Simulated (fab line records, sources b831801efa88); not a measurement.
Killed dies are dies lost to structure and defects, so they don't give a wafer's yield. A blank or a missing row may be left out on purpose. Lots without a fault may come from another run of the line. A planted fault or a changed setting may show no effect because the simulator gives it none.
Which tool did it? | flow gf180mcu | 6 lots, 18 wafers sampled, at 3 steps of a route of 602

WHAT THE GAUGES READ, wafer by wafer
GF_VT_IMPLANT_OVL_MEAS_07.
lot  | measured     | on         | VT_IMPLANT_OVL (nm)
L863 | day 7 00:33  | overlay-02 | 0.3 0.6 1.4
L872 | day 9 00:52  | overlay-02 | 0.2 -0.3 0.4
L874 | day 9 11:14  | overlay-01 | -0.1 0.4 1.5
L876 | day 10 00:20 | overlay-01 | -0.5 -0.6 -2.0
L879 | day 10 19:32 | overlay-01 | 1.7 0.5 0.9
L882 | day 11 14:43 | overlay-02 | 2.1 1.9 0.6

WHICH TOOL RAN EACH LOT (tool, then ch and the chambers of the sampled wafers, then the start)
lot  | GF_MVSD_STRIP_10                     | GF_MVPSD_STRIP_10
L863 | plasma_asher-01 ch 0,1, day 5 18:41  | plasma_asher-02 ch 0,1, day 6 09:36
L872 | plasma_asher-01 ch 0,1, day 7 15:52  | plasma_asher-04 ch 0,1, day 8 08:33
L874 | plasma_asher-03 ch 0,1, day 8 01:50  | plasma_asher-04 ch 0,1, day 8 18:47
L876 | plasma_asher-04 ch 0,1, day 8 13:43  | plasma_asher-01 ch 0,1, day 9 06:41
L879 | plasma_asher-01 ch 0,1, day 9 07:01  | plasma_asher-04 ch 0,1, day 10 01:19
L882 | plasma_asher-01 ch 0,1, day 10 00:58 | plasma_asher-02 ch 0,1, day 10 20:05
- GF_MVSD_STRIP_10: strips in O2/N2.
- GF_MVPSD_STRIP_10: strips in O2/N2.

THE ANSWER, worked out from the rows above alone
Rule: what is usual is taken from the lots themselves. Put in order of their means at a reading, lots are off if they are a third of the lots or fewer, leave a main group of 4 or more, and stand apart from it by a gap of 3 or more times the standard deviation of the main group's means; of several such gaps the widest counts. A main group whose means are all the same, to the digits that the tables above print for the reading, isn't used. A lot without any number at a reading at which 4 lots or more have one is off too. The other lots that the step has rows for count as sound.
No lot is off at any reading shown: from this, nothing can be told.

WHAT THE SIMULATOR HAD PUT IN
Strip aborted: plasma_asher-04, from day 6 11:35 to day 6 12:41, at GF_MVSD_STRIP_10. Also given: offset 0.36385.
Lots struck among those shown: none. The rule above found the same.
